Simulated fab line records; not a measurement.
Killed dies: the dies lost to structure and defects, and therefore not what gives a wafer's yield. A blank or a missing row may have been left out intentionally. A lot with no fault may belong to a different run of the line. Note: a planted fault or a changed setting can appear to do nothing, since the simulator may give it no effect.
fab line records + flow sky130
record
- lots=12
- wafers=36
- last_day=50
route steps=708 shown FIELD_ISO@24 VT_ADJUST_PCH@151 SD_P@328 CONTACT@425
lots untouched by any fault: they come from a run of this same line in which no faults occurred
start_h: hours from the record's opening day to when the first of the lot's shown wafers began + wait_h: how many hours have passed since the lot's step before this one + " unchanged from the row above + L1.1+2: a single row standing in for several wafers + - either no value or no given start + * or withheld: withheld + < > ~ a bound
route shown NAME@n: a module of which the file shows steps, and the number in the route of the first + usual: mean and standard deviation over wafers with no fault + same: alike in all rows + chamber/n: place in a boat + sites: the reading at each site + _std_site: the values' standard deviation + _edge_site: outer sites' mean less inner sites' + radius_mm: for every site, how far away it sits from the centre of the wafer + mask NAME#n: copy n + behind: the tool/chamber that last shaped the wafer + hold: what put the lot on hold/how long, in hours/how the hold closed + device: which transistor (n, p or np) failed to switch + end of line: the same wafers' tests at the end of the route + step lacking rows: just its recipe + killed: the dies lost at the first sort to structure and to defects; this is not the yield of the wafer + map: the dies of a wafer, with x for killed, . for not killed, _ for no die there
set.NAME: the setting the step ran with; set.NAME@STEP: the setting that earlier step ran with + model.NAME: the simulator's own value behind a step, which no gauge read
the route's steps for a sample of lots (tables are steps, rows are wafers)
services: the hour from which a tool's chamber was out of use, counted from the record's first day as start_h (under 0 if before that day), plus the number of hours and why
## steps
# step SKY_FIELD_ISO_THK_MEAS_23
# recipe
- reads=SiO2_of_FIELD_ISO_OXIDATION_22
# usual
- FIELD_ISO_OXIDATION_01_THK=10.06/0.18
| lot.wafer | tool          | chamber | start_h | wait_h | FIELD_ISO_OXIDATION_01_THK[nm] |
|-----------|---------------|---------|---------|--------|--------------------------------|
| L946.2    | film_metro-03 | -       | 43.74   | 0.0    | 10.18                          |
| L946.3    | "             | -       | "       | "      | 10.08                          |
| L946.4    | "             | -       | "       | "      | 10.00                          |
| L947.2    | film_metro-01 | -       | 46.92   | 0.0    | 10.05                          |
| L947.4    | "             | -       | "       | "      | 10.06                          |
| L947.5    | "             | -       | "       | "      | 10.11                          |
| L948.1    | film_metro-03 | -       | 50.87   | 0.0    | 10.18                          |
| L948.3    | "             | -       | "       | "      | 10.19                          |
| L948.5    | "             | -       | "       | "      | 10.10                          |
| L951.1    | film_metro-02 | -       | 67.16   | 0.0    | 10.30                          |
| L951.3    | "             | -       | "       | "      | 10.41                          |
| L951.4    | "             | -       | "       | "      | 10.25                          |
| L952.2    | film_metro-02 | -       | 74.37   | 0.0    | 10.20                          |
| L952.4    | "             | -       | "       | "      | 10.12                          |
| L952.5    | "             | -       | "       | "      | 10.03                          |
| L954.1    | film_metro-02 | -       | 83.47   | 0.0    | 9.97                           |
| L954.4    | "             | -       | "       | "      | 9.83                           |
| L954.5    | "             | -       | "       | "      | 9.85                           |
| L956.1    | film_metro-01 | -       | 96.33   | 0.0    | 10.39                          |
| L956.3    | "             | -       | "       | "      | 10.27                          |
| L956.6    | "             | -       | "       | "      | 10.27                          |
| L957.1    | film_metro-02 | -       | 99.88   | 0.0    | 10.04                          |
| L957.4    | "             | -       | "       | "      | 9.85                           |
| L957.5    | "             | -       | "       | "      | 9.89                           |
| L962.1    | film_metro-02 | -       | 127.72  | 0.0    | 10.19                          |
| L962.4    | "             | -       | "       | "      | 10.36                          |
| L962.6    | "             | -       | "       | "      | 10.17                          |
| L964.1    | film_metro-02 | -       | 136.79  | 0.0    | 9.95                           |
| L964.2    | "             | -       | "       | "      | 9.99                           |
| L964.6    | "             | -       | "       | "      | 10.05                          |
| L965.1    | film_metro-03 | -       | 141.76  | 0.0    | 10.17                          |
| L965.2    | "             | -       | "       | "      | 10.36                          |
| L965.6    | "             | -       | "       | "      | 10.29                          |
| L967.3    | film_metro-01 | -       | 155.55  | 0.0    | 10.22                          |
| L967.4    | "             | -       | "       | "      | 10.24                          |
| L967.5    | "             | -       | "       | "      | 10.14                          |
# step SKY_VT_ADJUST_PCH_IMPLANT_08
# recipe
- species=B
- energy_kev=10
- dose_cm2=5e+11
- tilt_deg=withheld
# usual
- dose_ions_cm2=5e+11/5.1e+08
- faraday_current_uA=2.81/0.052
| lot.wafer | tool         | chamber | start_h | wait_h | dose_ions_cm2 | faraday_current_uA |
|-----------|--------------|---------|---------|--------|---------------|--------------------|
| L946.2    | implanter-04 | 0       | 242.53  | 0.0    | 5e+11         | 2.78               |
| L946.3    | "            | 0       | "       | "      | 5e+11         | 2.88               |
| L946.4    | "            | 0       | "       | "      | 4.996e+11     | 2.84               |
| L947.2    | implanter-01 | 0       | 247.88  | 0.0    | 5.001e+11     | 2.81               |
| L947.4    | "            | 0       | "       | "      | 4.99e+11      | 2.83               |
| L947.5    | "            | 0       | "       | "      | 5.001e+11     | 2.75               |
| L948.1    | implanter-04 | 0       | 253.40  | 0.0    | 4.994e+11     | 2.83               |
| L948.3    | "            | 0       | "       | "      | 5.004e+11     | 2.85               |
| L948.5    | "            | 0       | "       | "      | 4.995e+11     | 2.80               |
| L951.1    | implanter-03 | 0       | 278.63  | 0.1    | 4.994e+11     | 2.75               |
| L951.3    | "            | 0       | "       | "      | 5.002e+11     | 2.77               |
| L951.4    | "            | 0       | "       | "      | 4.994e+11     | 2.87               |
| L952.2    | implanter-03 | 0       | 294.84  | 0.0    | 4.998e+11     | 2.78               |
| L952.4    | "            | 0       | "       | "      | 4.996e+11     | 2.72               |
| L952.5    | "            | 0       | "       | "      | 5.006e+11     | 2.91               |
| L954.1    | implanter-03 | 0       | 303.81  | 0.0    | 4.997e+11     | 2.88               |
| L954.4    | "            | 0       | "       | "      | 5.002e+11     | 2.88               |
| L954.5    | "            | 0       | "       | "      | 4.999e+11     | 2.78               |
| L956.1    | implanter-03 | 0       | 321.66  | 0.0    | 5e+11         | 2.84               |
| L956.3    | "            | 0       | "       | "      | 5.006e+11     | 2.85               |
| L956.6    | "            | 0       | "       | "      | 5.01e+11      | 2.82               |
| L957.1    | implanter-04 | 0       | 332.12  | 0.0    | 4.99e+11      | 2.84               |
| L957.4    | "            | 0       | "       | "      | 4.995e+11     | 2.84               |
| L957.5    | "            | 0       | "       | "      | 4.995e+11     | 2.86               |
| L962.1    | implanter-01 | 0       | 365.72  | 0.0    | 3.909e+11     | 2.10               |
| L962.4    | "            | 0       | "       | "      | 3.902e+11     | 2.20               |
| L962.6    | "            | 0       | "       | "      | 3.911e+11     | 2.20               |
| L964.1    | implanter-01 | 0       | 379.27  | 0.0    | 3.912e+11     | 2.26               |
| L964.2    | "            | 0       | "       | "      | 3.909e+11     | 2.20               |
| L964.6    | "            | 0       | "       | "      | 3.915e+11     | 2.22               |
| L965.1    | implanter-03 | 0       | 399.90  | 0.0    | 5.006e+11     | 2.92               |
| L965.2    | "            | 0       | "       | "      | 5.008e+11     | 2.87               |
| L965.6    | "            | 0       | "       | "      | 5.007e+11     | 2.82               |
| L967.3    | implanter-03 | 0       | 416.85  | 0.1    | 5.002e+11     | 2.79               |
| L967.4    | "            | 0       | "       | "      | 5.006e+11     | 2.86               |
| L967.5    | "            | 0       | "       | "      | 4.993e+11     | 2.75               |
# step SKY_VT_ADJUST_PCH_TW_MEAS_10
# usual
- VT_ADJUST_PCH_TW=144.0/0.69
| lot.wafer | tool          | chamber | start_h | wait_h | VT_ADJUST_PCH_TW |
|-----------|---------------|---------|---------|--------|------------------|
| L946.2    | film_metro-03 | -       | 242.77  | 0.1    | 143.1            |
| L946.3    | "             | -       | "       | "      | 143.5            |
| L946.4    | "             | -       | "       | "      | 143.8            |
| L947.2    | film_metro-01 | -       | 248.12  | 0.1    | 144.0            |
| L947.4    | "             | -       | "       | "      | 143.6            |
| L947.5    | "             | -       | "       | "      | 144.3            |
| L948.1    | film_metro-03 | -       | 253.65  | 0.1    | 143.9            |
| L948.3    | "             | -       | "       | "      | 143.6            |
| L948.5    | "             | -       | "       | "      | 142.1            |
| L951.1    | film_metro-04 | -       | 278.88  | 0.1    | 144.6            |
| L951.3    | "             | -       | "       | "      | 144.9            |
| L951.4    | "             | -       | "       | "      | 144.2            |
| L952.2    | film_metro-04 | -       | 295.08  | 0.1    | 142.5            |
| L952.4    | "             | -       | "       | "      | 143.5            |
| L952.5    | "             | -       | "       | "      | 143.7            |
| L954.1    | film_metro-03 | -       | 304.06  | 0.1    | 143.9            |
| L954.4    | "             | -       | "       | "      | 143.2            |
| L954.5    | "             | -       | "       | "      | 143.4            |
| L956.1    | film_metro-01 | -       | 321.91  | 0.1    | 144.3            |
| L956.3    | "             | -       | "       | "      | 144.8            |
| L956.6    | "             | -       | "       | "      | 144.8            |
| L957.1    | film_metro-03 | -       | 332.37  | 0.1    | 144.1            |
| L957.4    | "             | -       | "       | "      | 143.2            |
| L957.5    | "             | -       | "       | "      | 142.7            |
| L962.1    | film_metro-04 | -       | 365.97  | 0.1    | 134.4            |
| L962.4    | "             | -       | "       | "      | 136.3            |
| L962.6    | "             | -       | "       | "      | 135.0            |
| L964.1    | film_metro-04 | -       | 379.52  | 0.1    | 134.5            |
| L964.2    | "             | -       | "       | "      | 134.4            |
| L964.6    | "             | -       | "       | "      | 134.5            |
| L965.1    | film_metro-04 | -       | 400.15  | 0.1    | 144.4            |
| L965.2    | "             | -       | "       | "      | 143.5            |
| L965.6    | "             | -       | "       | "      | 144.0            |
| L967.3    | film_metro-03 | -       | 417.07  | 0.1    | 144.2            |
| L967.4    | "             | -       | "       | "      | 143.6            |
| L967.5    | "             | -       | "       | "      | 143.7            |
# step SKY_SD_P_OVL_MEAS_08
# usual
- SD_P_OVL=0.2/1.4
| lot.wafer | tool       | chamber | start_h | wait_h | SD_P_OVL[nm] |
|-----------|------------|---------|---------|--------|--------------|
| L946.2    | overlay-01 | -       | 601.54  | 0.1    | -1.6         |
| L946.3    | "          | -       | "       | "      | 0.3          |
| L946.4    | "          | -       | "       | "      | -0.4         |
| L947.2    | overlay-01 | -       | 613.75  | 0.1    | 1.5          |
| L947.4    | "          | -       | "       | "      | 1.1          |
| L947.5    | "          | -       | "       | "      | 0.9          |
| L948.1    | overlay-02 | -       | 618.88  | 0.1    | -2.3         |
| L948.3    | "          | -       | "       | "      | -1.0         |
| L948.5    | "          | -       | "       | "      | 0.2          |
| L951.1    | overlay-02 | -       | 651.28  | 0.1    | -1.1         |
| L951.3    | "          | -       | "       | "      | 1.2          |
| L951.4    | "          | -       | "       | "      | 0.1          |
| L952.2    | overlay-02 | -       | 670.84  | 0.1    | 0.0          |
| L952.4    | "          | -       | "       | "      | -2.9         |
| L952.5    | "          | -       | "       | "      | -0.8         |
| L954.1    | overlay-01 | -       | 673.88  | 0.1    | -0.4         |
| L954.4    | "          | -       | "       | "      | -0.4         |
| L954.5    | "          | -       | "       | "      | -0.9         |
| L956.1    | overlay-01 | -       | 689.98  | 0.1    | 2.7          |
| L956.3    | "          | -       | "       | "      | 0.6          |
| L956.6    | "          | -       | "       | "      | 0.6          |
| L957.1    | overlay-02 | -       | 706.40  | 0.1    | -1.4         |
| L957.4    | "          | -       | "       | "      | 0.0          |
| L957.5    | "          | -       | "       | "      | -1.6         |
| L962.1    | overlay-02 | -       | 738.74  | 0.1    | -1.4         |
| L962.4    | "          | -       | "       | "      | -2.5         |
| L962.6    | "          | -       | "       | "      | -3.4         |
| L964.1    | overlay-02 | -       | 751.78  | 0.1    | 0.6          |
| L964.2    | "          | -       | "       | "      | 1.0          |
| L964.6    | "          | -       | "       | "      | 1.7          |
| L965.1    | overlay-01 | -       | 767.45  | 0.1    | -1.2         |
| L965.2    | "          | -       | "       | "      | -0.4         |
| L965.6    | "          | -       | "       | "      | -0.6         |
| L967.3    | overlay-02 | -       | 785.64  | 0.1    | 0.2          |
| L967.4    | "          | -       | "       | "      | 0.7          |
| L967.5    | "          | -       | "       | "      | 0.3          |
# step SKY_CONTACT_STRIP_19
# recipe
- chemistry=O2/N2
- power_w=1400
- pressure_mtorr=1500
- platen_temp_c=withheld
- o2_flow_sccm=3000
- n2_flow_sccm=300
- overash_fraction=0.5
# usual
- drypump_motor_current_A=5.7/0.43
- n2_flow_sccm=299.9/0.94
- oes_product_au=0.380/0.0045
- strip_time_to_endpoint_s=3.62/0.038
| lot.wafer | tool            | chamber | start_h | wait_h | drypump_motor_current_A | n2_flow_sccm | oes_product_au | rf_hours_counter_h | strip_time_to_endpoint_s |
|-----------|-----------------|---------|---------|--------|-------------------------|--------------|----------------|--------------------|--------------------------|
| L946.2    | plasma_asher-02 | 1       | 747.50  | -      | 5.4                     | 299.6        | 0.374          | 91                 | 3.57                     |
| L946.3    | "               | 0       | "       | "      | 5.9                     | 299.4        | 0.385          | -                  | 3.61                     |
| L946.4    | "               | 1       | "       | "      | 5.4                     | 299.1        | 0.383          | -                  | 3.66                     |
| L947.2    | plasma_asher-02 | 0       | 761.10  | -      | 5.8                     | 300.0        | 0.386          | 92                 | 3.61                     |
| L947.4    | "               | 0       | "       | "      | 5.9                     | 298.7        | 0.371          | -                  | 3.58                     |
| L947.5    | "               | 0       | "       | "      | 5.9                     | 298.9        | 0.383          | -                  | 3.68                     |
| L948.1    | plasma_asher-02 | 1       | 766.80  | -      | 5.5                     | 299.1        | 0.388          | 93                 | 3.69                     |
| L948.3    | "               | 0       | "       | "      | 5.8                     | 299.4        | 0.375          | -                  | 3.61                     |
| L948.5    | "               | 0       | "       | "      | 5.8                     | 300.0        | 0.384          | -                  | 3.69                     |
| L951.1    | plasma_asher-02 | 1       | 796.61  | -      | 5.5                     | 299.5        | 0.386          | 96                 | 3.67                     |
| L951.3    | "               | 1       | "       | "      | 5.5                     | 298.9        | 0.388          | -                  | 3.56                     |
| L951.4    | "               | 0       | "       | "      | 5.9                     | 301.9        | 0.381          | -                  | 3.62                     |
| L952.2    | plasma_asher-03 | 1       | 814.30  | -      | 6.5                     | 301.9        | 0.381          | 72                 | 3.63                     |
| L952.4    | "               | 1       | "       | "      | 6.5                     | 299.5        | 0.383          | -                  | 3.62                     |
| L952.5    | "               | 1       | "       | "      | 6.5                     | 300.3        | 0.379          | -                  | 3.62                     |
| L954.1    | plasma_asher-01 | 1       | 815.11  | -      | 5.2                     | 300.5        | 0.385          | 38                 | 3.67                     |
| L954.4    | "               | 1       | "       | "      | 5.2                     | 298.9        | 0.387          | -                  | 3.59                     |
| L954.5    | "               | 1       | "       | "      | 5.2                     | 299.4        | 0.376          | -                  | 3.60                     |
| L956.1    | plasma_asher-01 | 1       | 829.96  | -      | 5.2                     | 301.0        | 0.378          | 39                 | 3.56                     |
| L956.3    | "               | 1       | "       | "      | 5.2                     | 302.0        | 0.381          | -                  | 3.64                     |
| L956.6    | "               | 0       | "       | "      | 5.2                     | 300.9        | 0.384          | -                  | 3.61                     |
| L957.1    | plasma_asher-02 | 0       | 847.97  | -      | 5.9                     | 300.3        | 0.385          | 101                | 3.64                     |
| L957.4    | "               | 0       | "       | "      | 5.8                     | 299.4        | 0.378          | -                  | 3.62                     |
| L957.5    | "               | 0       | "       | "      | 5.9                     | 299.4        | 0.377          | -                  | 3.61                     |
| L962.1    | plasma_asher-03 | 1       | 878.11  | -      | 6.5                     | 298.6        | 0.374          | 78                 | 3.58                     |
| L962.4    | "               | 1       | "       | "      | 6.5                     | 300.7        | 0.380          | -                  | 3.55                     |
| L962.6    | "               | 1       | "       | "      | 6.5                     | 301.3        | 0.382          | -                  | 3.63                     |
| L964.1    | plasma_asher-03 | 1       | 890.46  | -      | 6.5                     | 300.6        | 0.383          | 80                 | 3.65                     |
| L964.2    | "               | 0       | "       | "      | 5.9                     | 300.3        | 0.377          | 80                 | 3.64                     |
| L964.6    | "               | 1       | "       | "      | 6.5                     | 299.0        | 0.380          | -                  | 3.64                     |
| L965.1    | plasma_asher-02 | 1       | 905.40  | -      | 5.5                     | 299.9        | 0.382          | 107                | 3.54                     |
| L965.2    | "               | 0       | "       | "      | 5.9                     | 299.3        | 0.372          | 107                | 3.65                     |
| L965.6    | "               | 1       | "       | "      | 5.5                     | 301.6        | 0.374          | -                  | 3.64                     |
| L967.3    | plasma_asher-01 | 0       | 921.09  | -      | 5.2                     | 299.1        | 0.378          | -                  | 3.65                     |
| L967.4    | "               | 1       | "       | "      | 5.2                     | 299.1        | 0.385          | -                  | 3.61                     |
| L967.5    | "               | 0       | "       | "      | 5.2                     | 300.7        | 0.379          | -                  | 3.62                     |
## services
| tool            | chamber | start_h | hours | kind   |
|-----------------|---------|---------|-------|--------|
| plasma_asher-03 | -       | 239.51  | 0.7   | repair |
| implanter-01    | -       | 256.39  | 4.1   | repair |
| implanter-04    | -       | 261.84  | 1.2   | repair |
| implanter-01    | -       | 275.12  | 4.1   | pm     |
| implanter-03    | -       | 297.83  | 5.2   | repair |
| implanter-03    | -       | 319.19  | 0.5   | repair |
| implanter-04    | -       | 334.37  | 73.4  | pm     |
| plasma_asher-01 | -       | 335.35  | 4.2   | repair |
| plasma_asher-03 | -       | 336.64  | 6.1   | repair |
| implanter-03    | -       | 344.60  | 18.7  | repair |
| plasma_asher-02 | -       | 350.37  | 8.3   | repair |
| plasma_asher-02 | -       | 362.59  | 6.9   | pm     |
| implanter-03    | -       | 451.68  | 3.0   | repair |
| implanter-03    | -       | 454.13  | 1.6   | repair |
| plasma_asher-02 | -       | 599.76  | 0.6   | repair |
| plasma_asher-02 | -       | 617.27  | 24.5  | repair |
| implanter-03    | -       | 626.73  | 1.9   | repair |
| plasma_asher-02 | -       | 691.80  | 0.5   | repair |
| implanter-03    | -       | 702.38  | 4.1   | pm     |
| implanter-03    | -       | 708.72  | 3.9   | repair |
| implanter-03    | -       | 709.06  | 1.1   | repair |
| implanter-03    | -       | 745.63  | 12.2  | pm     |
| plasma_asher-02 | -       | 812.74  | 3.3   | repair |
| implanter-03    | -       | 889.63  | 5.7   | pm     |
## key
first_sign
- step=SKY_VT_ADJUST_PCH_IMPLANT_08
- reading=dose_ions_cm2
- direction=down
- sigmas=99+
- usual=*
- struck=*
effect
- step=SKY_VT_ADJUST_PCH_IMPLANT_08
- reading=faraday_current_uA
- direction=down
- sigmas=12
- usual=2.81
- struck=2.20
effect
- step=SKY_VT_ADJUST_PCH_TW_MEAS_10
- reading=VT_ADJUST_PCH_TW
- direction=down
- sigmas=13
- usual=144.0
- struck=134.9
met_at SKY_VT_ADJUST_PCH_IMPLANT_08
struck_lots L962,L964
tester_left_out L962,L964
not_acting_at SKY_FIELD_ISO_THK_MEAS_23,SKY_SD_P_OVL_MEAS_08,SKY_CONTACT_STRIP_19
onset_between 247.88 365.72
fault
- kind=process_parameter_drift
- tool=implanter-01
- chamber=-
- onset_h=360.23
- steps=SKY_VT_ADJUST_PCH_IMPLANT_08
- channel=dose_cm2
- offset=*
- shape=step
- end_h=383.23
- acts_in=*
- stated=*
# tester_left_out: of these lots the tester's yield and bins aren't shown, on N5 and GAA mostly nor the transistor test; their killed dies are dies lost to structure and defects alone, not to doping, threshold or leakage, so they don't give the yield
